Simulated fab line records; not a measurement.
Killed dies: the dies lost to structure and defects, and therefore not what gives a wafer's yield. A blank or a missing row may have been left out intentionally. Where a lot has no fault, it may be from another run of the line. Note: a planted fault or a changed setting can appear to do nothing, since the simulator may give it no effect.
A struck lot beside a sound one :: flow gf180mcu :: 16 steps out of a route of 602
Sound: wafers L172.4, L172.5, L172.6. Struck: wafers L184.3, L184.4, L184.5. The cause is given at the end.
For every step that has rows: the tool of each side, followed by ch and its chambers, followed by its first start. Under that, the readings that differ: sound wafers :: struck wafers :: difference of the means :: sigmas: that difference in standard deviations of wafers without a fault.
alike: readings whose means differ by less than 2 such deviations, and words and numbers that are the same on both sides. not compared: withheld readings, readings that some wafer has no value for, bounds like >300 that may hide the same value, and numbers for which the record gives no deviation and whose values overlap.
Wherever a step has rows on one side only, a row that says differs or no value, or a row with sigmas, the two part there. Numbers that have no deviation but don't overlap get no sigmas and don't part them. Lack of a reading on every wafer of one side parts them only where that side has two or more wafers.

GF_VT_IMPLANT_OVL_MEAS_18:
  sound: overlay-02 at day 6 12:04; struck: overlay-02 at day 9 22:41
  alike: VT_IMPLANT_01_OVL
following that, these wafers have no rows for 1 step: GF_VT_IMPLANT_IMPLANT_19.
GF_VT_IMPLANT_STRIP_20: strips in O2/N2.
  sound on plasmaAsher-03 ch 0,1, day 6 12:17; struck on plasmaAsher-04 ch 0,1, day 9 22:53
  alike: drypumpMotorCurrentA, heaterPowerW, oesProductAu, stripTimeToEndpointS
  not compared: rfHoursCounterH
GF_VT_IMPLANT_TW_MEAS_21:
  sound: filmMetro-03 at day 6 12:22; struck: filmMetro-04 at day 9 22:59
reading: VT_IMPLANT_2_TW
sound: 1219 1213 1220
struck: 1201 1200 1198
difference: -18
sigmas: -2
then, 7 steps without rows for these wafers: GF_VT_IMPLANT_DEHYDRATE_22 (time 60 s); GF_VT_IMPLANT_HMDS_23 (prime time 60 s); GF_VT_IMPLANT_COAT_24 (resist thk 1000 nm); GF_VT_IMPLANT_SOFTBAKE_25 (time 60 s); GF_VT_IMPLANT_EXPOSE_26 (exposes mask LVPWELL HV AREA, target cd 860 nm); GF_VT_IMPLANT_PEB_27; GF_VT_IMPLANT_DEVELOP_28 (develop time 60 s).
GF_VT_IMPLANT_OVL_MEAS_29:
  sound: overlay-02 at day 7 03:34; struck: overlay-02 at day 10 16:52
  alike: VT_IMPLANT_02_OVL
GF_VT_IMPLANT_IMPLANT_30:
  struck on implanter-03, day 10 16:56; sound on implanter-03 ch 0, day 7 03:40
  no value came back on the struck wafers for beamEnergyKeV, beamOnS (s), doseIonsCm2, tiltDeg (degrees); on the sound wafers beamEnergyKeV reads 25.012 25.018 25.007
GF_VT_IMPLANT_STRIP_31: strips in O2/N2.
  sound on plasmaAsher-04 ch 0,1, day 7 03:47; struck on plasmaAsher-04 ch 0,1, day 10 17:04
  alike: drypumpMotorCurrentA, heaterPowerW, oesProductAu, stripTimeToEndpointS
  not compared: rfHoursCounterH
GF_VT_IMPLANT_TW_MEAS_32:
  sound: filmMetro-01 at day 7 03:52; struck: filmMetro-04 at day 10 17:10
reading: VT_IMPLANT_3_TW
sound: 269.4 266.0 268.8
struck: 29.6 29.8 29.7
difference: -238.4
sigmas: -99 or more
then, 1 step without rows for these wafers: GF_VT_IMPLANT_DEHYDRATE_33 (time 60 s).

== WHERE THEY PART ==
Earliest at GF_VT_IMPLANT_TW_MEAS_21; latest, in this record, at GF_VT_IMPLANT_TW_MEAS_32.

WHY: what the simulator had put in
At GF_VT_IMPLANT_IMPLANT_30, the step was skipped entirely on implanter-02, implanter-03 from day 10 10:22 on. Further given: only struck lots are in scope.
